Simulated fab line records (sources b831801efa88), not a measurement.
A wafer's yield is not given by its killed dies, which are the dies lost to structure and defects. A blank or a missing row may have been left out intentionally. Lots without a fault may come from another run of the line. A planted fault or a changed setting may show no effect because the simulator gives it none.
fab line records	flow gf180mcu
record: lots: 11	wafers: 33	last-day: 33
route steps=602 shown V4@493 M5@533
lots that met no fault: from a run of the same line without faults
start-h: the number of hours between the record's first day and the start of the first shown wafer of the lot	wait-h: how many hours have passed since the lot's step before this one	" identical to the entry in the row above	L1.1+2: one row covering several wafers at once	- no value, or no start given	* or withheld: withheld	< > ~ a bound
route shown NAME@n: NAME is a module with steps in the file, n the number in the route of the first one	usual: average and standard deviation across the fault-free wafers	same: alike in all rows	chamber/n: place in a boat	sites: the reading at each site	_std_site: the values' standard deviation	_edge_site: inner sites' mean taken away from outer sites' mean	radius-mm: for every site, how far away it sits from the centre of the wafer	mask NAME#n: copy n	behind: tool/chamber where the wafer was last shaped	hold: the reason the lot was held/the length of the hold in hours/how it ended	device: whichever transistor did not switch (one of n, p or np)	end of line: tests run on the same wafers once the route is complete	for a step that has no rows: nothing shown but its recipe	killed: dies that structure and defects cost at the first sort, which is not the same as the wafer's yield	map: a wafer's dies, x killed, . not, _ none there
set.NAME: the run value of the setting; set.NAME@STEP: its run value at that earlier step	model.NAME: the simulator's own value behind a step, which no gauge read
a sample of lots followed through the steps of the route, with each step as a table and each wafer as a row
services: when a tool's chamber went out of use (start-h, in hours from the record's first day, below 0 if earlier), for how many hours, and the reason
== steps ==
step: GF_V4_ETCH_17
recipe: chemistry: C4F8/O2/Ar	mask-material: KrF	target: SiO2	stop-on: TiN	source-w: 1500	bias-w: 1200	pressure-mtorr: 40	c4f8-flow-sccm: withheld	O2_flow_sccm: 6	Ar_flow_sccm: 300	time-s: withheld	target-depth-a: 6300
usual: oes-product-au: 0.856/0.0049	rf-fwd-power-W: 1491/4.9
lot.wafer	tool	chamber	start-h	wait-h	oes-product-au	rf-fwd-power-W
L520.2	rie-diel-04	0	-	-	0.853	1486
L520.4	"	2	"	"	0.854	1492
L520.6	"	1	"	"	0.851	1490
L521.1	rie-diel-01	2	-	-	0.847	1492
L521.3	"	3	"	"	0.853	1487
L521.6	"	0	"	"	0.859	1494
L524.2	rie-diel-01	3	-	-	0.851	1487
L524.5	"	3	"	"	0.853	1484
L524.6	"	2	"	"	0.857	1490
L526.2	rie-diel-04	0	-	-	0.857	1493
L526.4	"	3	"	"	0.856	1496
L526.6	"	3	"	"	0.848	1496
L527.1	rie-diel-03	2	-	-	0.854	1493
L527.2	"	0	"	"	0.852	1489
L527.5	"	2	"	"	0.856	1479
L528.2	rie-diel-01	1	-	-	0.861	1485
L528.3	"	2	"	"	0.864	1492
L528.4	"	3	"	"	0.858	1491
L529.1	rie-diel-03	2	-	-	0.858	1487
L529.4	"	2	"	"	0.855	1484
L529.5	"	1	"	"	0.853	1493
L532.1	rie-diel-03	3	-	-	0.864	1497
L532.4	"	2	"	"	0.856	1490
L532.5	"	0	"	"	0.858	1482
L534.1	rie-diel-03	1	-	-	0.863	1495
L534.3	"	1	"	"	0.852	1491
L534.6	"	1	"	"	0.858	1492
L535.1	rie-diel-01	0	-	-	0.853	1494
L535.3	"	3	"	"	0.849	1492
L535.5	"	2	"	"	0.858	1504
L540.1	rie-diel-04	3	-	-	0.858	1498
L540.4	"	2	"	"	0.855	1497
L540.6	"	3	"	"	0.858	1493
step: GF_V4_SPUTTER_22
recipe: material: TiN	target-thk-nm: 10	chamber-pressure-pa: 5	power-w: 4000	time-s: 40
usual: chamber-pressure-pa: 5.001/0.0094	throttle-valve-pct: 29.4/0.8
same: time-s: 40
lot.wafer	tool	chamber	start-h	wait-h	chamber-pressure-pa	throttle-valve-pct
L520.2	pvd-sputter-02	-	555.07	0.0	4.999	29.3
L520.4	"	-	"	"	5.001	29.7
L520.6	"	-	"	"	5.005	29.6
L521.1	pvd-sputter-01	-	565.41	0.0	5.005	27.3
L521.3	"	-	"	"	5.018	28.7
L521.6	"	-	"	"	4.993	30.2
L524.2	pvd-sputter-04	-	600.45	0.0	4.978	28.6
L524.5	"	-	"	"	4.986	28.5
L524.6	"	-	"	"	5.017	29.8
L526.2	pvd-sputter-01	-	616.64	0.0	5.000	27.3
L526.4	"	-	"	"	5.008	30.3
L526.6	"	-	"	"	5.000	29.2
L527.1	pvd-sputter-02	-	628.31	0.0	4.999	29.8
L527.2	"	-	"	"	4.985	30.8
L527.5	"	-	"	"	4.992	29.3
L528.2	pvd-sputter-02	-	630.16	0.0	4.992	30.0
L528.3	"	-	"	"	5.012	29.0
L528.4	"	-	"	"	5.000	28.6
L529.1	pvd-sputter-02	-	633.45	0.0	4.997	30.3
L529.4	"	-	"	"	4.993	28.5
L529.5	"	-	"	"	5.004	30.4
L532.1	pvd-sputter-02	-	659.40	0.0	5.006	30.0
L532.4	"	-	"	"	4.997	29.0
L532.5	"	-	"	"	5.000	28.5
L534.1	pvd-sputter-02	-	668.81	0.0	4.995	28.7
L534.3	"	-	"	"	5.004	29.8
L534.6	"	-	"	"	5.014	29.0
L535.1	pvd-sputter-04	-	677.90	0.0	5.013	28.7
L535.3	"	-	"	"	5.014	29.2
L535.5	"	-	"	"	5.020	28.9
L540.1	pvd-sputter-01	-	713.25	0.0	5.001	29.4
L540.4	"	-	"	"	4.989	30.6
L540.6	"	-	"	"	4.999	30.4
step: GF_M5_CD_MEAS_07
recipe: target-cd-nm: 280
usual: cd-nm: 280.4/1.1
lot.wafer	tool	chamber	start-h	wait-h	cd-nm
L520.2	cd-sem-02	-	599.70	0.1	280.9
L520.4	"	-	"	"	280.7
L520.6	"	-	"	"	281.7
L521.1	cd-sem-01	-	609.34	0.1	279.5
L521.3	"	-	"	"	279.3
L521.6	"	-	"	"	281.1
L524.2	cd-sem-02	-	643.55	0.1	280.2
L524.5	"	-	"	"	279.3
L524.6	"	-	"	"	279.0
L526.2	cd-sem-01	-	657.38	0.1	282.1
L526.4	"	-	"	"	283.3
L526.6	"	-	"	"	282.6
L527.1	cd-sem-01	-	668.76	0.1	279.6
L527.2	"	-	"	"	280.3
L527.5	"	-	"	"	281.4
L528.2	cd-sem-01	-	671.56	0.1	280.6
L528.3	"	-	"	"	280.3
L528.4	"	-	"	"	280.6
L529.1	cd-sem-01	-	674.72	0.1	279.2
L529.4	"	-	"	"	279.0
L529.5	"	-	"	"	278.7
L532.1	cd-sem-02	-	698.65	0.2	280.7
L532.4	"	-	"	"	279.9
L532.5	"	-	"	"	279.6
L534.1	cd-sem-01	-	707.22	0.1	282.3
L534.3	"	-	"	"	281.0
L534.6	"	-	"	"	280.2
L535.1	cd-sem-02	-	715.62	0.1	280.7
L535.3	"	-	"	"	281.5
L535.5	"	-	"	"	282.5
L540.1	cd-sem-02	-	748.36	0.1	280.6
L540.4	"	-	"	"	281.4
L540.6	"	-	"	"	280.7
step: GF_M5_METAL_ETCH_10
recipe: chemistry: Cl2/BCl3	mask-material: KrF	target-depth-nm: 627.5	stop-on: SiO2	pressure-mtorr: 8	icp-w: 800	bias-w: 140	Cl2_flow_sccm: 80	bcl3-flow-sccm: 40	time-s: 104.6
usual: drypump-motor-current-A: 5.7/0.35	oes-product-au: 0.972/0.0065	rf-fwd-power-W: 795.1/2.8	throttle-valve-pct: 28.250/0.011
same: time-s: 104.6
lot.wafer	tool	chamber	start-h	wait-h	drypump-motor-current-A	oes-product-au	rf-fwd-power-W	rf-hours-counter-h	throttle-valve-pct
L520.2	rie-metal-01	1	599.85	0.0	5.1	0.969	791.4	4.9	28.257
L520.4	"	1	"	"	5.0	0.970	795.0	-	28.236
L520.6	"	1	"	"	5.1	0.976	791.6	-	28.238
L521.1	rie-metal-01	1	609.53	0.0	5.0	0.970	796.5	5.4	28.256
L521.3	"	0	"	"	6.0	0.965	795.0	-	28.252
L521.6	"	1	"	"	5.1	0.979	796.9	-	28.255
L524.2	rie-metal-02	1	643.70	0.0	5.5	0.970	789.6	3.1	28.237
L524.5	"	0	"	"	6.3	0.975	798.9	-	28.249
L524.6	"	1	"	"	5.6	0.964	790.0	-	28.249
L526.2	rie-metal-01	0	657.58	0.0	6.0	0.969	793.9	-	28.254
L526.4	"	0	"	"	6.0	0.967	793.5	-	28.256
L526.6	"	0	"	"	6.0	0.980	795.7	-	28.241
L527.1	rie-metal-02	0	668.94	0.0	6.3	0.978	798.6	12.6	28.263
L527.2	"	1	"	"	5.6	0.973	795.5	4.0	28.244
L527.5	"	0	"	"	6.3	0.964	792.9	-	28.254
L528.2	rie-metal-04	0	671.72	0.0	5.7	0.979	796.3	3.4	28.262
L528.3	"	0	"	"	5.8	0.988	797.6	-	28.231
L528.4	"	1	"	"	5.6	0.987	796.7	-	28.247
L529.1	rie-metal-04	0	674.90	0.0	5.7	0.965	798.0	3.5	28.267
L529.4	"	0	"	"	5.8	0.967	791.5	-	28.241
L529.5	"	0	"	"	5.7	0.972	793.9	-	28.273
L532.1	rie-metal-04	1	698.83	0.0	5.6	0.973	801.2	6.4	28.246
L532.4	"	0	"	"	5.8	0.975	795.1	-	28.234
L532.5	"	1	"	"	5.6	0.971	797.3	-	28.247
L534.1	rie-metal-02	1	707.40	0.0	5.5	0.977	792.8	6.1	28.263
L534.3	"	1	"	"	5.5	0.969	788.8	-	28.229
L534.6	"	1	"	"	5.5	0.967	793.2	-	28.251
L535.1	rie-metal-04	1	715.80	0.0	5.6	0.982	797.2	7.2	28.255
L535.3	"	0	"	"	5.8	0.968	794.7	-	28.235
L535.5	"	0	"	"	5.8	0.978	795.4	-	28.232
L540.1	rie-metal-01	1	748.54	0.0	5.1	0.968	794.5	10.3	28.256
L540.4	"	0	"	"	6.0	0.979	798.3	-	28.254
L540.6	"	0	"	"	6.1	0.979	794.8	-	28.238
step: GF_M5_STRIP_11
recipe: chemistry: O2/N2	power-w: 1400	pressure-mtorr: 1500	platen-temp-c: 250	o2-flow-sccm: 3000	n2-flow-sccm: 300	overash-fraction: 0.5
usual: drypump-motor-current-A: 5.8/0.41	heater-power-w: 329/21	oes-product-au: 0.544/0.0051	platen-temp-c: 250.01/0.2	strip-time-to-endpoint-s: 7.54/0.045
lot.wafer	tool	chamber	start-h	wait-h	drypump-motor-current-A	heater-power-w	oes-product-au	platen-temp-c	rf-hours-counter-h	strip-time-to-endpoint-s
L520.2	plasma-asher-03	0	599.97	0.1	6.1	319	0.544	249.95	16	7.52
L520.4	"	0	"	"	6.1	317	0.547	249.99	-	7.55
L520.6	"	0	"	"	6.1	321	0.550	250.06	-	7.51
L521.1	plasma-asher-03	1	609.64	0.1	5.5	357	0.553	249.85	17	7.59
L521.3	"	1	"	"	5.5	350	0.549	250.04	-	7.60
L521.6	"	0	"	"	6.1	325	0.551	250.23	-	7.56
L524.2	plasma-asher-03	0	643.82	0.1	6.1	330	0.549	250.14	20	7.52
L524.5	"	1	"	"	5.5	359	0.536	249.99	-	7.44
L524.6	"	0	"	"	6.1	324	0.550	250.13	-	7.51
L526.2	plasma-asher-03	1	657.77	0.1	5.5	359	0.544	249.95	22	7.56
L526.4	"	0	"	"	6.1	327	0.539	249.74	-	7.54
L526.6	"	0	"	"	6.1	325	0.543	249.95	-	7.56
L527.1	plasma-asher-02	1	669.05	0.1	6.4	357	0.547	249.97	57	7.48
L527.2	"	0	"	"	5.9	313	0.531	249.90	57	7.53
L527.5	"	0	"	"	5.8	305	0.546	249.96	-	7.53
L528.2	plasma-asher-04	1	671.83	0.1	5.3	305	0.547	249.68	108	7.56
L528.3	"	0	"	"	5.2	309	0.539	250.21	-	7.55
L528.4	"	1	"	"	5.3	310	0.544	249.51	-	7.46
L529.1	plasma-asher-02	0	675.02	0.1	5.9	309	0.547	250.12	58	7.53
L529.4	"	1	"	"	6.4	358	0.550	250.12	-	7.56
L529.5	"	1	"	"	6.4	347	0.556	250.05	-	7.55
L532.1	plasma-asher-02	1	698.94	0.1	6.4	360	0.508	249.71	60	6.58
L532.4	"	0	"	"	5.9	306	0.513	250.21	-	6.66
L532.5	"	0	"	"	5.8	305	0.510	249.83	-	6.55
L534.1	plasma-asher-03	0	707.63	0.2	6.1	324	0.543	250.50	25	7.61
L534.3	"	1	"	"	5.6	351	0.549	249.87	-	7.56
L534.6	"	0	"	"	6.1	327	0.542	250.07	-	7.60
L535.1	plasma-asher-02	1	715.92	0.1	6.4	339	0.500	250.01	62	6.55
L535.3	"	1	"	"	6.3	346	0.509	249.97	-	6.67
L535.5	"	1	"	"	6.4	346	0.507	249.90	-	6.71
L540.1	plasma-asher-04	1	748.65	0.1	5.2	293	0.540	249.99	1	7.50
L540.4	"	0	"	"	5.2	316	0.541	250.08	-	7.55
L540.6	"	1	"	"	5.2	301	0.554	249.83	-	7.50
== services ==
tool	chamber	start-h	hours	kind
pvd-sputter-01	-	539.82	2.8	repair
rie-diel-04	-	550.21	0.5	repair
rie-diel-01	3	573.70	5.4	repair
rie-diel-04	0	576.01	2.8	repair
rie-diel-04	2	577.11	6.9	repair
pvd-sputter-02	-	580.18	5.9	repair
rie-diel-04	-	589.63	0.7	repair
plasma-asher-03	-	600.22	0.7	repair
rie-metal-04	0	613.29	1.2	repair
rie-diel-03	3	621.86	11.0	repair
rie-diel-04	0	648.65	3.3	repair
rie-diel-04	-	648.81	0.5	repair
rie-metal-01	1	653.40	9.8	repair
rie-diel-03	2	663.13	5.0	repair
plasma-asher-03	-	664.03	16.8	repair
rie-diel-03	3	667.52	2.0	repair
rie-diel-01	1	678.20	5.8	repair
plasma-asher-03	-	702.62	2.3	repair
plasma-asher-03	-	704.84	2.7	repair
plasma-asher-02	-	705.51	0.6	repair
plasma-asher-03	-	708.98	5.6	repair
pvd-sputter-02	-	711.23	4.6	repair
plasma-asher-03	-	722.76	1.3	repair
plasma-asher-02	-	740.99	2.5	repair
== key ==
first-sign: step: GF_M5_STRIP_11	reading: strip-time-to-endpoint-s	direction: down	sigmas: 21	usual: *	struck: *
effect: step: GF_M5_STRIP_11	reading: oes-product-au	direction: down	sigmas: 7.2	usual: 0.544	struck: 0.508
met-at GF_M5_METAL_ETCH_10
struck-lots L532,L535
not-acting-at GF_V4_ETCH_17,GF_V4_SPUTTER_22,GF_M5_CD_MEAS_07
onset-between 674.90 698.83
also-fits GF_M5_STRIP_11:plasma-asher-02
fault: kind: process-parameter-drift	tool: rie-metal-04	chamber: -	onset-h: 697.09	steps: GF_M5_METAL_ETCH_10	channel: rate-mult	offset: 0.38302	shape: step	end-h: 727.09
